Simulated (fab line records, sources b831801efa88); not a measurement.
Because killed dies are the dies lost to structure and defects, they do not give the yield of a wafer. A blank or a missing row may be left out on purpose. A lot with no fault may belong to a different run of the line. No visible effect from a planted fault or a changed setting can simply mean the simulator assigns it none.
Chamber matching || flow sfqLine || SFQ_TRILAYER_I2_CMP_CMP_064 on cmp-01: 4 sister chambers
The step polishes SiO2. 4 wafers are shown with their chamber, then 7 later ones without.

== WAFERS WITH THEIR CHAMBER ==
{"wafer": "L140.1", "chamber": 3, "motorCurrentA (A)": 11.7}
{"wafer": "L143.4", "chamber": 2, "motorCurrentA (A)": 11.9}
{"wafer": "L145.1", "chamber": 0, "motorCurrentA (A)": 12.3}
{"wafer": "L145.3", "chamber": 1, "motorCurrentA (A)": 9.0}

== WAFERS WITHOUT THEIR CHAMBER ==
{"wafer": "L145.5", "motorCurrentA (A)": 11.8}
{"wafer": "L155.3", "motorCurrentA (A)": 11.9}
{"wafer": "L155.5", "motorCurrentA (A)": 12.0}
{"wafer": "L155.6", "motorCurrentA (A)": 12.1}
{"wafer": "L158.3", "motorCurrentA (A)": 12.7}
{"wafer": "L158.2", "motorCurrentA (A)": 10.9}
{"wafer": "L158.5", "motorCurrentA (A)": 9.7}

== THE CHAMBER EACH PASSED THROUGH ==
{"wafer": "L145.5", "from the rows above": "can't be placed: 2 or 3 or 0", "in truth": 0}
{"wafer": "L155.3", "from the rows above": "can't be placed: 2 or 3 or 0", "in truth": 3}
{"wafer": "L155.5", "from the rows above": "can't be placed: 2 or 0 or 3", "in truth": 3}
{"wafer": "L155.6", "from the rows above": "can't be placed: 2 or 0 or 3", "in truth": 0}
{"wafer": "L158.3", "from the rows above": "can't be placed: 0 or 2 or 3", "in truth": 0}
{"wafer": "L158.2", "from the rows above": "can't be placed: 3 or 2 or 0", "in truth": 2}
{"wafer": "L158.5", "from the rows above": 1, "in truth": 1}
Correctly placed: 1 of 7. Can't be placed from these rows: 6 (the true chamber is among the candidates in 6). Placed wrongly: 0.
How it was worked out, from the rows above alone: a wafer's distance from a chamber is the root of the sum, over the readings, of the square of ((its reading less the chamber's mean) divided by the reading's scatter). If the next closest chamber is less than 2 further off than the closest, the wafer can't be placed; otherwise it belongs to the closest. For every chamber, the mean is computed from those of its wafers that are shown. The scatter: with one shown wafer a chamber, the root of the mean of the squares of how far each hidden wafer lies from its nearest shown one.
